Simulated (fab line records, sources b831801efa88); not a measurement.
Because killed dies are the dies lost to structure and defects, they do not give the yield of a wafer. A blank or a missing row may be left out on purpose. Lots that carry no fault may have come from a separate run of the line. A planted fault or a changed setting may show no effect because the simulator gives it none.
Which tool did it?    flow gf180mcu    33 wafers from 11 lots sampled at 6 of the route's 602 steps

WHAT THE GAUGES READ, wafer by wafer
GF_M3_CD_MEAS_14 targets a cd of 280 nm.
lot   measured      on        cdNm (nm)
L325  day 21 16:54  cdSem-02  282.0 280.5 281.2
L328  day 22 14:19  cdSem-02  278.6 278.9 279.2
L330  day 23 10:19  cdSem-01  280.6 278.7 280.2
L331  day 23 16:38  cdSem-02  279.3 280.4 279.7
L332  day 24 03:39  cdSem-02  281.0 280.8 282.1
L333  day 24 10:42  cdSem-02  281.8 281.8 281.5
L342  day 27 08:09  cdSem-01  279.5 279.3 278.9
L341  day 27 08:35  cdSem-01  278.9 279.3 278.7
L343  day 27 13:35  cdSem-02  281.8 280.6 281.5
L344  day 28 00:29  cdSem-01  279.8 279.6 279.7
L347  day 28 21:48  cdSem-01  279.1 278.9 277.6

GF_V3_THK_MEAS_01.
lot   measured      on            V3_CVD_00_THK (nm)
L325  day 21 17:48  filmMetro-04  605 599 606
L328  day 22 15:12  filmMetro-01  601 595 602
L330  day 23 11:11  filmMetro-04  602 592 593
L331  day 23 17:46  filmMetro-01  594 599 598
L332  day 24 04:40  filmMetro-03  590 591 591
L333  day 24 11:37  filmMetro-03  600 597 596
L342  day 27 09:24  filmMetro-03  602 604 608
L341  day 27 09:39  filmMetro-03  609 601 583
L343  day 27 14:50  filmMetro-01  608 609 604
L344  day 28 01:29  filmMetro-01  594 600 593
L347  day 28 22:44  filmMetro-01  592 587 588

GF_V3_RS_MEAS_24: measurement is done with a four-point probe.
lot   measured      on            V3_W_RS (ohm/sq)
L325  day 22 18:08  filmMetro-03  0.329 0.320 0.328
L328  day 23 15:37  filmMetro-01  0.325 0.334 0.336
L330  day 24 10:35  filmMetro-04  0.328 0.341 0.334
L331  day 24 16:46  filmMetro-04  0.192 0.195 0.192
L332  day 25 04:07  filmMetro-03  0.197 0.194 0.194
L333  day 25 10:23  filmMetro-01  0.195 0.196 0.193
L342  day 28 08:11  filmMetro-03  0.326 0.325 0.331
L341  day 28 07:58  filmMetro-01  0.333 0.335 0.330
L343  day 28 12:10  filmMetro-01  0.330 0.324 0.332
L344  day 28 22:29  filmMetro-03  0.328 0.334 0.325
L347  day 29 19:12  filmMetro-01  0.324 0.331 0.323

GF_V3_THK_MEAS_25: measures by xrf.
lot   measured      on            V3_W_THK (nm)
L325  day 22 18:16  filmMetro-03  339 350 342
L328  day 23 15:44  filmMetro-01  355 348 344
L330  day 24 10:41  filmMetro-04  344 334 341
L331  day 24 16:53  filmMetro-04  - - -
L332  day 25 04:14  filmMetro-03  560 - -
L333  day 25 10:30  filmMetro-01  - - -
L342  day 28 08:18  filmMetro-03  343 344 340
L341  day 28 08:05  filmMetro-01  339 336 342
L343  day 28 12:17  filmMetro-01  342 347 341
L344  day 28 22:37  filmMetro-03  344 337 345
L347  day 29 19:19  filmMetro-01  352 344 356

EACH LOT AND THE TOOL THAT RAN IT (in order: tool; ch and the chambers of the sampled wafers; start)
lot   GF_V3_ETCH_17                                 GF_V3_CVD_23
L325  rieDiel-04 ch 0,2,3, day 22 18:01 or earlier  cvdW-01 ch 0,1, day 22 18:01
L328  rieDiel-02 ch 0,1,2, day 23 15:31 or earlier  cvdW-01 ch 0,1, day 23 15:31
L330  rieDiel-04 ch 2,3, day 24 10:28 or earlier    cvdW-01 ch 0,1, day 24 10:28
L331  rieDiel-04 ch 0,3, day 24 16:39 or earlier    cvdW-01 ch 0,1, day 24 16:39
L332  rieDiel-02 ch 0,2, day 25 03:59 or earlier    cvdW-01 ch 0,1, day 25 03:59
L333  rieDiel-04 ch 0,1,2, day 25 10:12 or earlier  cvdW-01 ch 0,1, day 25 10:12
L342  rieDiel-01 ch 0,1, day 28 07:58 or earlier    cvdW-01 ch 0, day 28 07:58
L341  rieDiel-02 ch 1,2,3, day 28 07:51 or earlier  cvdW-02 ch 0,1, day 28 07:51
L343  rieDiel-04 ch 0,1,2, day 28 12:03 or earlier  cvdW-01 ch 0,1, day 28 12:03
L344  rieDiel-04 ch 0,1,3, day 28 22:23 or earlier  cvdW-01 ch 0,1, day 28 22:23
L347  rieDiel-02 ch 0,1,2, day 29 19:05 or earlier  cvdW-01 ch 0,1, day 29 19:05
- GF_V3_ETCH_17: etches SiO2 in C4F8/O2/Ar, stops on TiN, target depth 635 nm.
- GF_V3_CVD_23: deposits W, target thk 350 nm, time 104.9 s.

WHAT THE TOOLS THEMSELVES READ (means of the sampled wafers that have a number; where no wafer has one, the mark that the record gives instead)
GF_V3_ETCH_17.
lot   tool        biasW (W)  oesProductAu (a.u.)
L325  rieDiel-04  1200       0.856
L328  rieDiel-02  1199       0.856
L330  rieDiel-04  1199       0.855
L331  rieDiel-04  1194       0.853
L332  rieDiel-02  1199       0.854
L333  rieDiel-04  1204       0.858
L342  rieDiel-01  1203       0.855
L341  rieDiel-02  1200       0.860
L343  rieDiel-04  1198       0.856
L344  rieDiel-04  1198       0.856
L347  rieDiel-02  1202       0.855

GF_V3_CVD_23.
lot   tool     heaterPowerOuterW (W)  heaterPowerW (W)  susceptorTempC (C)
L325  cvdW-01  491                    822               400.04
L328  cvdW-01  494                    837               400.09
L330  cvdW-01  495                    833               399.94
L331  cvdW-01  691                    1121              441.61
L332  cvdW-01  688                    1126              441.78
L333  cvdW-01  645                    1068              441.67
L342  cvdW-01  544                    923               399.97
L341  cvdW-02  459                    759               400.18
L343  cvdW-01  495                    831               399.78
L344  cvdW-01  525                    887               399.95
L347  cvdW-01  522                    886               399.92

THE ANSWER, worked out from the rows above alone
Rule: the usual values come from the lots themselves. Put in order of their means at a reading, lots are off if they are a third of the lots or fewer, leave a main group of 4 or more, and stand apart from it by a gap of 3 or more times the standard deviation of the main group's means; of several such gaps the widest counts. If all means in a main group match to the digits the tables above print for the reading, that group is not used. A lot without any number at a reading at which 4 lots or more have one is off too. The other lots that the step has rows for count as sound. First the gauges in route order, then the tools' own readings, where a lot's mean is used as printed above. The first step at which some lot is off is used, and at that step the reading that is off furthest; a lot without a number counts as furthest.
Off: L331, L332, L333, seen at GF_V3_RS_MEAS_24 (V3_W_RS). For the main group the mean is 0.329 ohm/sq and the standard deviation 0.003.
If a tool, at a process step before that reading, ran all the lots that are off and no sound lot after the first of them, it fits. Not tried: the gauges at GF_V3_RS_MEAS_24; whatever is off there is also off at GF_V3_CVD_23, on other tools, and gauge error can't account for it. Because GF_V3_ETCH_17 lacks a start for some lots, the hours and order of its lots are taken from GF_V3_CVD_23. No candidate that was tried fits.

WHAT THE SIMULATOR HAD PUT IN
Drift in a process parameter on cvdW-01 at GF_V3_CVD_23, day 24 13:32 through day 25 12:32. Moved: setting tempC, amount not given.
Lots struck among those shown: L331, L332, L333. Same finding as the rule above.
